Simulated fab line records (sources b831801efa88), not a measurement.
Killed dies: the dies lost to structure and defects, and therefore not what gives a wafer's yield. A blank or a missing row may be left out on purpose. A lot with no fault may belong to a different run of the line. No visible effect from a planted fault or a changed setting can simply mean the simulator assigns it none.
fab line records -- flow gf180mcu
record lots=24, wafers=72, lastDay=34
route steps=602 shown HV_LDD@214 M1@320 M2@376 M3@414 V3@447
lots that met no fault: from a run of the same line without faults
startH: hours from the record's first day to the start of the lot's first wafer shown -- waitH: time in hours since the lot's previous step -- " repeats the value in the row above -- L1.1+2: one row covering several wafers at once -- - no value, or no start given -- * or withheld: withheld -- < > ~ a bound
route shown NAME@n: names a module that has steps shown in the file, with the first one's number in the route -- usual: average and standard deviation across the fault-free wafers -- same: alike in all rows -- chamber/n: place in a boat -- sites: readings site by site -- _std_site: the standard deviation of these -- _edge_site: outer sites' mean less inner sites' -- radiusMm: how far each site lies from the wafer's centre -- mask NAME#n: copy n -- behind: the tool/chamber that last shaped the wafer -- hold: reason for holding the lot/hours on hold/outcome of the hold -- device: the n, p or np transistor that did not switch -- end of line: tests run on the same wafers once the route is complete -- a step without rows: its recipe alone -- killed: dies lost to structure and defects at the first sort, not the wafer's yield -- map: shows each die of a wafer: x if killed, . if not, _ if none is there
set.NAME: the setting the step ran with; set.NAME@STEP: the setting that earlier step ran with -- model.NAME: the simulator's own value behind a step, which no gauge read
a sample of lots followed through the steps of the route, with each step as a table and each wafer as a row
services: the hour from which a tool's chamber was out of use, counted from the record's first day as startH (under 0 if before that day), plus the number of hours and why
## steps
# step GF_HV_LDD_TW_MEAS_38
# usual HV_LDD_3_TW=1432/11
lot.wafer,tool,chamber,startH,waitH,HV_LDD_3_TW
L074.2,filmMetro-02,-,254.98,0.1,1430
L074.4,filmMetro-02,-,254.98,0.1,1427
L074.6,filmMetro-02,-,254.98,0.1,1430
L075.3,filmMetro-04,-,262.43,0.1,1452
L075.4,filmMetro-04,-,262.43,0.1,1449
L075.6,filmMetro-04,-,262.43,0.1,1434
L076.1,filmMetro-01,-,277.68,0.1,1424
L076.3,filmMetro-01,-,277.68,0.1,1428
L076.5,filmMetro-01,-,277.68,0.1,1421
L077.4,filmMetro-02,-,280.29,0.1,1437
L077.5,filmMetro-02,-,280.29,0.1,1436
L077.6,filmMetro-02,-,280.29,0.1,1427
L078.2,filmMetro-02,-,289.53,0.1,1427
L078.5,filmMetro-02,-,289.53,0.1,1431
L078.6,filmMetro-02,-,289.53,0.1,1437
L079.1,filmMetro-02,-,296.93,0.1,1436
L079.4,filmMetro-02,-,296.93,0.1,1429
L079.5,filmMetro-02,-,296.93,0.1,1434
L080.2,filmMetro-02,-,304.89,0.1,1432
L080.3,filmMetro-02,-,304.89,0.1,1428
L080.5,filmMetro-02,-,304.89,0.1,1428
L081.1,filmMetro-02,-,312.03,0.1,1436
L081.2,filmMetro-02,-,312.03,0.1,1438
L081.6,filmMetro-02,-,312.03,0.1,1435
L082.3,filmMetro-04,-,314.95,0.1,1452
L082.5,filmMetro-04,-,314.95,0.1,1446
L082.6,filmMetro-04,-,314.95,0.1,1455
L083.2,filmMetro-01,-,328.52,0.1,1425
L083.5,filmMetro-01,-,328.52,0.1,1423
L083.6,filmMetro-01,-,328.52,0.1,1426
L084.1,filmMetro-02,-,338.51,0.1,1435
L084.2,filmMetro-02,-,338.51,0.1,1438
L084.4,filmMetro-02,-,338.51,0.1,1433
L085.2,filmMetro-01,-,338.74,0.1,1431
L085.3,filmMetro-01,-,338.74,0.1,1425
L085.4,filmMetro-01,-,338.74,0.1,1428
L086.1,filmMetro-01,-,350.21,0.1,1436
L086.3,filmMetro-01,-,350.21,0.1,1428
L086.5,filmMetro-01,-,350.21,0.1,1431
L087.1,filmMetro-02,-,357.48,0.1,1435
L087.4,filmMetro-02,-,357.48,0.1,1429
L087.5,filmMetro-02,-,357.48,0.1,1434
L088.2,filmMetro-01,-,365.87,0.1,1420
L088.3,filmMetro-01,-,365.87,0.1,1424
L088.5,filmMetro-01,-,365.87,0.1,1415
L089.2,filmMetro-04,-,376.29,0.1,1456
L089.5,filmMetro-04,-,376.29,0.1,1459
L089.6,filmMetro-04,-,376.29,0.1,1460
L090.1,filmMetro-04,-,377.41,0.1,1453
L090.2,filmMetro-04,-,377.41,0.1,1451
L090.3,filmMetro-04,-,377.41,0.1,1450
L091.2,filmMetro-02,-,391.04,0.1,1421
L091.5,filmMetro-02,-,391.04,0.1,1428
L091.6,filmMetro-02,-,391.04,0.1,1428
L092.3,filmMetro-01,-,403.87,0.1,1423
L092.5,filmMetro-01,-,403.87,0.1,1429
L092.6,filmMetro-01,-,403.87,0.1,1420
L093.1,filmMetro-02,-,414.59,0.1,1426
L093.4,filmMetro-02,-,414.59,0.1,1419
L093.5,filmMetro-02,-,414.59,0.1,1422
L094.1,filmMetro-01,-,418.06,0.1,1425
L094.4,filmMetro-01,-,418.06,0.1,1424
L094.6,filmMetro-01,-,418.06,0.1,1420
L095.2,filmMetro-02,-,422.87,0.1,1425
L095.4,filmMetro-02,-,422.87,0.1,1416
L095.6,filmMetro-02,-,422.87,0.1,1416
L096.2,filmMetro-02,-,437.33,0.1,1420
L096.3,filmMetro-02,-,437.33,0.1,1422
L096.4,filmMetro-02,-,437.33,0.1,1423
L097.2,filmMetro-01,-,447.93,0.1,1427
L097.3,filmMetro-01,-,447.93,0.1,1435
L097.6,filmMetro-01,-,447.93,0.1,1430
# step GF_M1_RS_MEAS_05
# recipe thkMeasGauge=four-point-probe, reads=TiN_of_M1_SPUTTER_04+Ti_of_M1_SPUTTER_03+AlCu_of_M1_SPUTTER_02+TiN_of_M1_SPUTTER_01+Ti_of_M1_SPUTTER_00
# usual M1_ALCU_RS=0.0697/0.00085
lot.wafer,tool,chamber,startH,waitH,M1_ALCU_RS[ohm/sq]
L074.2,filmMetro-02,-,362.74,0.0,0.0687
L074.4,filmMetro-02,-,362.74,0.0,0.0694
L074.6,filmMetro-02,-,362.74,0.0,0.0694
L075.3,filmMetro-03,-,373.07,0.1,0.0678
L075.4,filmMetro-03,-,373.07,0.1,0.0686
L075.6,filmMetro-03,-,373.07,0.1,0.0677
L076.1,filmMetro-04,-,392.81,0.0,0.0706
L076.3,filmMetro-04,-,392.81,0.0,0.0697
L076.5,filmMetro-04,-,392.81,0.0,0.0713
L077.4,filmMetro-03,-,395.43,0.1,0.0694
L077.5,filmMetro-03,-,395.43,0.1,0.0695
L077.6,filmMetro-03,-,395.43,0.1,0.0692
L078.2,filmMetro-03,-,404.00,0.0,0.0698
L078.5,filmMetro-03,-,404.00,0.0,0.0704
L078.6,filmMetro-03,-,404.00,0.0,0.0702
L079.1,filmMetro-02,-,414.41,0.0,0.0711
L079.4,filmMetro-02,-,414.41,0.0,0.0708
L079.5,filmMetro-02,-,414.41,0.0,0.0695
L080.2,filmMetro-03,-,422.95,0.0,0.0705
L080.3,filmMetro-03,-,422.95,0.0,0.0683
L080.5,filmMetro-03,-,422.95,0.0,0.0697
L081.1,filmMetro-04,-,430.88,0.0,0.0689
L081.2,filmMetro-04,-,430.88,0.0,0.0695
L081.6,filmMetro-04,-,430.88,0.0,0.0685
L082.3,filmMetro-03,-,435.21,0.1,0.0694
L082.5,filmMetro-03,-,435.21,0.1,0.0689
L082.6,filmMetro-03,-,435.21,0.1,0.0685
L083.2,filmMetro-02,-,451.52,0.0,0.0690
L083.5,filmMetro-02,-,451.52,0.0,0.0696
L083.6,filmMetro-02,-,451.52,0.0,0.0696
L085.2,filmMetro-02,-,461.62,0.0,0.0690
L085.3,filmMetro-02,-,461.62,0.0,0.0697
L085.4,filmMetro-02,-,461.62,0.0,0.0684
L084.1,filmMetro-04,-,463.23,0.0,0.0705
L084.2,filmMetro-04,-,463.23,0.0,0.0699
L084.4,filmMetro-04,-,463.23,0.0,0.0700
L086.1,filmMetro-04,-,476.23,0.0,0.0689
L086.3,filmMetro-04,-,476.23,0.0,0.0687
L086.5,filmMetro-04,-,476.23,0.0,0.0687
L087.1,filmMetro-03,-,483.15,0.0,0.0690
L087.4,filmMetro-03,-,483.15,0.0,0.0700
L087.5,filmMetro-03,-,483.15,0.0,0.0702
L088.2,filmMetro-03,-,492.30,0.0,0.0698
L088.3,filmMetro-03,-,492.30,0.0,0.0686
L088.5,filmMetro-03,-,492.30,0.0,0.0708
L089.2,filmMetro-04,-,501.86,0.0,0.0710
L089.5,filmMetro-04,-,501.86,0.0,0.0695
L089.6,filmMetro-04,-,501.86,0.0,0.0708
L090.1,filmMetro-04,-,502.33,0.0,0.0696
L090.2,filmMetro-04,-,502.33,0.0,0.0697
L090.3,filmMetro-04,-,502.33,0.0,0.0699
L091.2,filmMetro-02,-,519.07,0.0,0.0689
L091.5,filmMetro-02,-,519.07,0.0,0.0696
L091.6,filmMetro-02,-,519.07,0.0,0.0688
L092.3,filmMetro-04,-,531.21,0.1,0.0698
L092.5,filmMetro-04,-,531.21,0.1,0.0714
L092.6,filmMetro-04,-,531.21,0.1,0.0698
L093.1,filmMetro-04,-,542.68,0.0,0.0704
L093.4,filmMetro-04,-,542.68,0.0,0.0696
L093.5,filmMetro-04,-,542.68,0.0,0.0703
L094.1,filmMetro-02,-,544.44,0.0,0.0702
L094.4,filmMetro-02,-,544.44,0.0,0.0695
L094.6,filmMetro-02,-,544.44,0.0,0.0700
L095.2,filmMetro-02,-,548.01,0.0,0.0705
L095.4,filmMetro-02,-,548.01,0.0,0.0707
L095.6,filmMetro-02,-,548.01,0.0,0.0709
L096.2,filmMetro-03,-,561.79,0.0,0.0691
L096.3,filmMetro-03,-,561.79,0.0,0.0701
L096.4,filmMetro-03,-,561.79,0.0,0.0705
L097.2,filmMetro-02,-,571.94,0.0,0.0704
L097.3,filmMetro-02,-,571.94,0.0,0.0703
L097.6,filmMetro-02,-,571.94,0.0,0.0705
# step GF_M2_CD_MEAS_14
# recipe targetCdNm=280
# usual cdNm=279.9/1.2
lot.wafer,tool,chamber,startH,waitH,cdNm
L074.2,cdSem-01,-,436.47,0.1,280.9
L074.4,cdSem-01,-,436.47,0.1,282.1
L074.6,cdSem-01,-,436.47,0.1,280.6
L075.3,cdSem-01,-,447.90,0.1,279.0
L075.4,cdSem-01,-,447.90,0.1,277.8
L075.6,cdSem-01,-,447.90,0.1,278.2
L076.1,cdSem-01,-,468.50,0.1,279.0
L076.3,cdSem-01,-,468.50,0.1,278.9
L076.5,cdSem-01,-,468.50,0.1,280.6
L077.4,cdSem-01,-,471.51,0.1,278.9
L077.5,cdSem-01,-,471.51,0.1,278.0
L077.6,cdSem-01,-,471.51,0.1,278.3
L078.2,cdSem-02,-,480.33,0.1,277.9
L078.5,cdSem-02,-,480.33,0.1,278.9
L078.6,cdSem-02,-,480.33,0.1,278.8
L079.1,cdSem-02,-,490.96,0.1,278.9
L079.4,cdSem-02,-,490.96,0.1,278.5
L079.5,cdSem-02,-,490.96,0.1,276.6
L080.2,cdSem-02,-,498.37,0.1,279.5
L080.3,cdSem-02,-,498.37,0.1,279.5
L080.5,cdSem-02,-,498.37,0.1,279.5
L081.1,cdSem-02,-,506.30,0.1,280.9
L081.2,cdSem-02,-,506.30,0.1,281.2
L081.6,cdSem-02,-,506.30,0.1,281.7
L082.3,cdSem-02,-,510.00,0.1,279.5
L082.5,cdSem-02,-,510.00,0.1,280.7
L082.6,cdSem-02,-,510.00,0.1,278.9
L083.2,cdSem-01,-,525.33,0.1,282.7
L083.5,cdSem-01,-,525.33,0.1,281.4
L083.6,cdSem-01,-,525.33,0.1,282.6
L085.2,cdSem-02,-,535.18,0.1,281.8
L085.3,cdSem-02,-,535.18,0.1,280.8
L085.4,cdSem-02,-,535.18,0.1,281.4
L084.1,cdSem-01,-,536.81,0.1,280.3
L084.2,cdSem-01,-,536.81,0.1,280.2
L084.4,cdSem-01,-,536.81,0.1,280.8
L086.1,cdSem-01,-,548.75,0.1,279.4
L086.3,cdSem-01,-,548.75,0.1,281.0
L086.5,cdSem-01,-,548.75,0.1,280.3
L087.1,cdSem-02,-,556.51,0.1,279.3
L087.4,cdSem-02,-,556.51,0.1,279.9
L087.5,cdSem-02,-,556.51,0.1,280.2
L088.2,cdSem-02,-,564.08,0.1,278.8
L088.3,cdSem-02,-,564.08,0.1,279.8
L088.5,cdSem-02,-,564.08,0.1,278.7
L089.2,cdSem-01,-,572.72,0.1,280.9
L089.5,cdSem-01,-,572.72,0.1,279.2
L089.6,cdSem-01,-,572.72,0.1,281.0
L090.1,cdSem-02,-,574.16,0.1,278.5
L090.2,cdSem-02,-,574.16,0.1,277.7
L090.3,cdSem-02,-,574.16,0.1,278.0
L091.2,cdSem-02,-,589.03,0.1,280.4
L091.5,cdSem-02,-,589.03,0.1,281.4
L091.6,cdSem-02,-,589.03,0.1,280.9
L092.3,cdSem-02,-,600.05,0.1,281.0
L092.5,cdSem-02,-,600.05,0.1,281.6
L092.6,cdSem-02,-,600.05,0.1,280.9
L093.1,cdSem-01,-,611.16,0.1,278.1
L093.4,cdSem-01,-,611.16,0.1,279.1
L093.5,cdSem-01,-,611.16,0.1,278.3
L094.1,cdSem-01,-,613.06,0.1,281.2
L094.4,cdSem-01,-,613.06,0.1,279.8
L094.6,cdSem-01,-,613.06,0.1,281.4
L095.2,cdSem-02,-,615.12,0.1,280.4
L095.4,cdSem-02,-,615.12,0.1,280.4
L095.6,cdSem-02,-,615.12,0.1,280.3
L096.2,cdSem-02,-,628.97,0.1,279.8
L096.3,cdSem-02,-,628.97,0.1,280.4
L096.4,cdSem-02,-,628.97,0.1,280.6
L097.2,cdSem-01,-,637.83,0.1,280.0
L097.3,cdSem-01,-,637.83,0.1,278.2
L097.6,cdSem-01,-,637.83,0.1,279.8
# step GF_M3_RS_MEAS_05
# recipe thkMeasGauge=four-point-probe, reads=TiN_of_M3_SPUTTER_04+Ti_of_M3_SPUTTER_03+AlCu_of_M3_SPUTTER_02+TiN_of_M3_SPUTTER_01+Ti_of_M3_SPUTTER_00
# usual M3_ALCU_RS=0.0696/0.00086
lot.wafer,tool,chamber,startH,waitH,M3_ALCU_RS[ohm/sq]
L074.2,filmMetro-04,-,464.43,0.0,0.0703
L074.4,filmMetro-04,-,464.43,0.0,0.0703
L074.6,filmMetro-04,-,464.43,0.0,0.0702
L075.3,filmMetro-02,-,475.45,0.1,0.0700
L075.4,filmMetro-02,-,475.45,0.1,0.0686
L075.6,filmMetro-02,-,475.45,0.1,0.0704
L076.1,filmMetro-04,-,495.65,0.0,0.0684
L076.3,filmMetro-04,-,495.65,0.0,0.0696
L076.5,filmMetro-04,-,495.65,0.0,0.0689
L077.4,filmMetro-03,-,497.94,0.1,0.0716
L077.5,filmMetro-03,-,497.94,0.1,0.0696
L077.6,filmMetro-03,-,497.94,0.1,0.0690
L078.2,filmMetro-03,-,508.19,0.0,0.0701
L078.5,filmMetro-03,-,508.19,0.0,0.0698
L078.6,filmMetro-03,-,508.19,0.0,0.0711
L079.1,filmMetro-03,-,517.89,0.0,0.0693
L079.4,filmMetro-03,-,517.89,0.0,0.0686
L079.5,filmMetro-03,-,517.89,0.0,0.0690
L080.2,filmMetro-02,-,524.71,0.0,0.0706
L080.3,filmMetro-02,-,524.71,0.0,0.0692
L080.5,filmMetro-02,-,524.71,0.0,0.0693
L081.1,filmMetro-04,-,532.34,0.0,0.0691
L081.2,filmMetro-04,-,532.34,0.0,0.0689
L081.6,filmMetro-04,-,532.34,0.0,0.0689
L082.3,filmMetro-03,-,536.25,0.1,0.0697
L082.5,filmMetro-03,-,536.25,0.1,0.0696
L082.6,filmMetro-03,-,536.25,0.1,0.0711
L083.2,filmMetro-04,-,551.12,0.0,0.0685
L083.5,filmMetro-04,-,551.12,0.0,0.0702
L083.6,filmMetro-04,-,551.12,0.0,0.0704
L085.2,filmMetro-03,-,560.63,0.0,0.0695
L085.3,filmMetro-03,-,560.63,0.0,0.0696
L085.4,filmMetro-03,-,560.63,0.0,0.0696
L084.1,filmMetro-02,-,562.59,0.0,0.0701
L084.2,filmMetro-02,-,562.59,0.0,0.0692
L084.4,filmMetro-02,-,562.59,0.0,0.0690
L086.1,filmMetro-04,-,573.95,0.0,0.0686
L086.3,filmMetro-04,-,573.95,0.0,0.0686
L086.5,filmMetro-04,-,573.95,0.0,0.0682
L087.1,filmMetro-03,-,581.31,0.0,0.0697
L087.4,filmMetro-03,-,581.31,0.0,0.0704
L087.5,filmMetro-03,-,581.31,0.0,0.0701
L088.2,filmMetro-02,-,589.18,0.0,0.0676
L088.3,filmMetro-02,-,589.18,0.0,0.0681
L088.5,filmMetro-02,-,589.18,0.0,0.0676
L089.2,filmMetro-02,-,597.52,0.0,0.0697
L089.5,filmMetro-02,-,597.52,0.0,0.0695
L089.6,filmMetro-02,-,597.52,0.0,0.0690
L090.1,filmMetro-04,-,598.78,0.0,0.0672
L090.2,filmMetro-04,-,598.78,0.0,0.0686
L090.3,filmMetro-04,-,598.78,0.0,0.0688
L091.2,filmMetro-02,-,614.11,0.0,0.0700
L091.5,filmMetro-02,-,614.11,0.0,0.0696
L091.6,filmMetro-02,-,614.11,0.0,0.0697
L092.3,filmMetro-04,-,624.81,0.1,0.0700
L092.5,filmMetro-04,-,624.81,0.1,0.0706
L092.6,filmMetro-04,-,624.81,0.1,0.0699
L093.1,filmMetro-03,-,635.35,0.0,0.0704
L093.4,filmMetro-03,-,635.35,0.0,0.0701
L093.5,filmMetro-03,-,635.35,0.0,0.0709
L094.1,filmMetro-03,-,637.83,0.0,0.0702
L094.4,filmMetro-03,-,637.83,0.0,0.0696
L094.6,filmMetro-03,-,637.83,0.0,0.0700
L095.2,filmMetro-04,-,639.17,0.0,0.0699
L095.4,filmMetro-04,-,639.17,0.0,0.0706
L095.6,filmMetro-04,-,639.17,0.0,0.0710
L096.2,filmMetro-02,-,652.99,0.0,0.0705
L096.3,filmMetro-02,-,652.99,0.0,0.0703
L096.4,filmMetro-02,-,652.99,0.0,0.0705
L097.2,filmMetro-03,-,661.20,0.0,0.0690
L097.3,filmMetro-03,-,661.20,0.0,0.0685
L097.6,filmMetro-03,-,661.20,0.0,0.0696
# step GF_V3_STRIP_18
# recipe chemistry=O2/N2, powerW=1400, pressureMtorr=1500, platenTempC=250, o2FlowSccm=3000, n2FlowSccm=300, overashFraction=0.5
# usual drypumpMotorCurrentA=5.5/0.4, heaterPowerW=338/60, oesProductAu=0.593/0.0046
lot.wafer,tool,chamber,startH,waitH,drypumpMotorCurrentA,heaterPowerW,oesProductAu,rfHoursCounterH
L074.2,plasmaAsher-04,0,513.78,-,5.6,302,0.596,84
L074.4,plasmaAsher-04,0,513.78,-,5.7,309,0.598,-
L074.6,plasmaAsher-04,1,513.78,-,5.1,463,0.590,-
L075.3,plasmaAsher-03,0,523.69,-,5.6,316,0.599,-
L075.4,plasmaAsher-03,1,523.69,-,6.4,335,0.597,-
L075.6,plasmaAsher-03,0,523.69,-,5.6,315,0.599,-
L076.1,plasmaAsher-03,1,543.38,-,6.3,321,0.589,82
L076.3,plasmaAsher-03,1,543.38,-,6.3,329,0.597,-
L076.5,plasmaAsher-03,1,543.38,-,6.3,330,0.598,-
L077.4,plasmaAsher-03,0,546.57,-,5.6,322,0.599,-
L077.5,plasmaAsher-03,1,546.57,-,6.3,321,0.590,-
L077.6,plasmaAsher-03,0,546.57,-,5.7,315,0.583,-
L078.2,plasmaAsher-03,1,557.15,-,6.4,326,0.589,84
L078.5,plasmaAsher-03,1,557.15,-,6.3,333,0.596,-
L078.6,plasmaAsher-03,0,557.15,-,5.7,318,0.598,-
L079.1,plasmaAsher-04,0,564.80,-,5.7,307,0.591,89
L079.4,plasmaAsher-04,0,564.80,-,5.6,308,0.592,-
L079.5,plasmaAsher-04,1,564.80,-,5.1,458,0.591,-
L080.2,plasmaAsher-04,0,570.66,-,5.7,312,0.592,90
L080.3,plasmaAsher-04,1,570.66,-,5.1,457,0.598,-
L080.5,plasmaAsher-04,0,570.66,-,5.6,314,0.593,-
L081.1,plasmaAsher-02,1,578.55,-,5.2,290,0.595,46
L081.2,plasmaAsher-02,0,578.55,-,5.4,312,0.598,46
L081.6,plasmaAsher-02,1,578.55,-,5.2,289,0.590,-
L082.3,plasmaAsher-02,1,581.33,-,5.2,287,0.587,-
L082.5,plasmaAsher-02,0,581.33,-,5.4,317,0.591,-
L082.6,plasmaAsher-02,1,581.33,-,5.2,289,0.587,-
L083.2,plasmaAsher-03,0,596.71,-,5.7,308,0.587,86
L083.5,plasmaAsher-03,0,596.71,-,5.6,316,0.597,-
L083.6,plasmaAsher-03,1,596.71,-,6.4,329,0.584,-
L085.2,plasmaAsher-02,0,604.82,-,5.4,314,0.597,49
L085.3,plasmaAsher-02,1,604.82,-,5.2,286,0.597,-
L085.4,plasmaAsher-02,0,604.82,-,5.4,317,0.591,-
L084.1,plasmaAsher-02,0,607.18,-,5.4,316,0.596,49
L084.2,plasmaAsher-02,1,607.18,-,5.2,286,0.589,49
L084.4,plasmaAsher-02,1,607.18,-,5.2,287,0.595,-
L086.1,plasmaAsher-04,1,618.43,-,5.1,466,0.596,95
L086.3,plasmaAsher-04,0,618.43,-,5.7,312,0.599,-
L086.5,plasmaAsher-04,0,618.43,-,5.7,308,0.588,-
L087.1,plasmaAsher-04,0,625.08,-,5.6,296,0.594,96
L087.4,plasmaAsher-04,1,625.08,-,5.1,461,0.591,-
L087.5,plasmaAsher-04,1,625.08,-,5.1,454,0.592,-
L088.2,plasmaAsher-02,0,632.10,-,5.4,318,0.598,51
L088.3,plasmaAsher-02,1,632.10,-,5.2,289,0.597,-
L088.5,plasmaAsher-02,0,632.10,-,5.4,319,0.597,-
L090.1,plasmaAsher-04,1,641.15,-,5.1,461,0.597,97
L090.2,plasmaAsher-04,0,641.15,-,5.7,316,0.593,97
L090.3,plasmaAsher-04,0,641.15,-,5.7,305,0.593,-
L089.2,plasmaAsher-04,1,641.76,-,5.1,468,0.593,97
L089.5,plasmaAsher-04,0,641.76,-,5.6,301,0.598,-
L089.6,plasmaAsher-04,1,641.76,-,5.1,468,0.596,-
L091.2,plasmaAsher-02,0,656.80,-,5.4,317,0.597,54
L091.5,plasmaAsher-02,0,656.80,-,5.4,316,0.587,-
L091.6,plasmaAsher-02,1,656.80,-,5.2,286,0.590,-
L092.3,plasmaAsher-04,0,666.48,-,5.6,315,0.596,-
L092.5,plasmaAsher-04,0,666.48,-,5.6,312,0.592,-
L092.6,plasmaAsher-04,1,666.48,-,5.1,468,0.590,-
L093.1,plasmaAsher-04,1,676.36,-,5.1,461,0.584,100
L093.4,plasmaAsher-04,1,676.36,-,5.1,460,0.580,-
L093.5,plasmaAsher-04,1,676.36,-,5.1,455,0.591,-
L094.1,plasmaAsher-03,0,679.15,-,5.6,310,0.594,95
L094.4,plasmaAsher-03,1,679.15,-,6.4,329,0.590,-
L094.6,plasmaAsher-03,0,679.15,-,5.7,312,0.594,-
L095.2,plasmaAsher-02,1,680.70,-,5.2,286,0.606,57
L095.4,plasmaAsher-02,1,680.70,-,5.2,282,0.595,-
L095.6,plasmaAsher-02,0,680.70,-,5.4,313,0.597,-
L096.2,plasmaAsher-03,0,694.25,-,5.7,315,0.584,97
L096.3,plasmaAsher-03,1,694.25,-,6.3,323,0.596,-
L096.4,plasmaAsher-03,0,694.25,-,5.6,309,0.590,-
L097.2,plasmaAsher-02,1,701.45,-,5.2,284,0.591,59
L097.3,plasmaAsher-02,1,701.45,-,5.2,293,0.595,-
L097.6,plasmaAsher-02,0,701.45,-,5.4,315,0.595,-
# step GF_V3_RS_MEAS_24
# recipe thkMeasGauge=four-point-probe, reads=W_of_V3_CVD_23+TiN_of_V3_SPUTTER_22+Ti_of_V3_SPUTTER_21
# usual V3_W_RS=0.328/0.0035
lot.wafer,tool,chamber,startH,waitH,V3_W_RS[ohm/sq]
L074.2,filmMetro-02,-,514.55,0.1,0.327
L074.4,filmMetro-02,-,514.55,0.1,0.322
L074.6,filmMetro-02,-,514.55,0.1,0.326
L075.3,filmMetro-03,-,524.44,0.1,0.319
L075.4,filmMetro-03,-,524.44,0.1,0.321
L075.6,filmMetro-03,-,524.44,0.1,0.326
L076.1,filmMetro-03,-,544.13,0.1,0.330
L076.3,filmMetro-03,-,544.13,0.1,0.332
L076.5,filmMetro-03,-,544.13,0.1,0.328
L077.4,filmMetro-03,-,547.38,0.1,0.325
L077.5,filmMetro-03,-,547.38,0.1,0.329
L077.6,filmMetro-03,-,547.38,0.1,0.322
L078.2,filmMetro-03,-,557.96,0.1,0.334
L078.5,filmMetro-03,-,557.96,0.1,0.326
L078.6,filmMetro-03,-,557.96,0.1,0.331
L079.1,filmMetro-01,-,565.56,0.1,0.323
L079.4,filmMetro-01,-,565.56,0.1,0.324
L079.5,filmMetro-01,-,565.56,0.1,0.324
L080.2,filmMetro-01,-,571.43,0.1,0.327
L080.3,filmMetro-01,-,571.43,0.1,0.328
L080.5,filmMetro-01,-,571.43,0.1,0.330
L081.1,filmMetro-03,-,579.29,0.1,0.328
L081.2,filmMetro-03,-,579.29,0.1,0.330
L081.6,filmMetro-03,-,579.29,0.1,0.326
L082.3,filmMetro-02,-,582.08,0.1,0.325
L082.5,filmMetro-02,-,582.08,0.1,0.324
L082.6,filmMetro-02,-,582.08,0.1,0.332
L083.2,filmMetro-01,-,597.47,0.1,0.331
L083.5,filmMetro-01,-,597.47,0.1,0.327
L083.6,filmMetro-01,-,597.47,0.1,0.330
L085.2,filmMetro-03,-,605.59,0.1,0.328
L085.3,filmMetro-03,-,605.59,0.1,0.325
L085.4,filmMetro-03,-,605.59,0.1,0.325
L084.1,filmMetro-02,-,607.99,0.1,0.328
L084.2,filmMetro-02,-,607.99,0.1,0.326
L084.4,filmMetro-02,-,607.99,0.1,0.324
L086.1,filmMetro-01,-,619.22,0.1,0.327
L086.3,filmMetro-01,-,619.22,0.1,0.329
L086.5,filmMetro-01,-,619.22,0.1,0.327
L087.1,filmMetro-03,-,625.84,0.1,0.329
L087.4,filmMetro-03,-,625.84,0.1,0.322
L087.5,filmMetro-03,-,625.84,0.1,0.324
L088.2,filmMetro-01,-,632.87,0.1,0.329
L088.3,filmMetro-01,-,632.87,0.1,0.330
L088.5,filmMetro-01,-,632.87,0.1,0.332
L090.1,filmMetro-03,-,641.89,0.1,0.332
L090.2,filmMetro-03,-,641.89,0.1,0.335
L090.3,filmMetro-03,-,641.89,0.1,0.333
L089.2,filmMetro-02,-,642.59,0.1,0.323
L089.5,filmMetro-02,-,642.59,0.1,0.330
L089.6,filmMetro-02,-,642.59,0.1,0.324
L091.2,filmMetro-01,-,657.59,0.1,0.327
L091.5,filmMetro-01,-,657.59,0.1,0.331
L091.6,filmMetro-01,-,657.59,0.1,0.325
L092.3,filmMetro-02,-,667.24,0.1,0.327
L092.5,filmMetro-02,-,667.24,0.1,0.328
L092.6,filmMetro-02,-,667.24,0.1,0.326
L093.1,filmMetro-02,-,677.12,0.1,0.326
L093.4,filmMetro-02,-,677.12,0.1,0.319
L093.5,filmMetro-02,-,677.12,0.1,0.329
L094.1,filmMetro-03,-,680.00,0.2,0.328
L094.4,filmMetro-03,-,680.00,0.2,0.328
L094.6,filmMetro-03,-,680.00,0.2,0.325
L095.2,filmMetro-03,-,681.46,0.1,0.332
L095.4,filmMetro-03,-,681.46,0.1,0.328
L095.6,filmMetro-03,-,681.46,0.1,0.333
L096.2,filmMetro-02,-,695.04,0.1,0.331
L096.3,filmMetro-02,-,695.04,0.1,0.331
L096.4,filmMetro-02,-,695.04,0.1,0.327
L097.2,filmMetro-03,-,702.24,0.1,0.329
L097.3,filmMetro-03,-,702.24,0.1,0.327
L097.6,filmMetro-03,-,702.24,0.1,0.329
## services
tool,chamber,startH,hours,kind
plasmaAsher-03,-,579.93,15.6,pm
plasmaAsher-04,-,654.45,3.4,repair
plasmaAsher-04,-,684.57,4.0,repair
## key
fault none
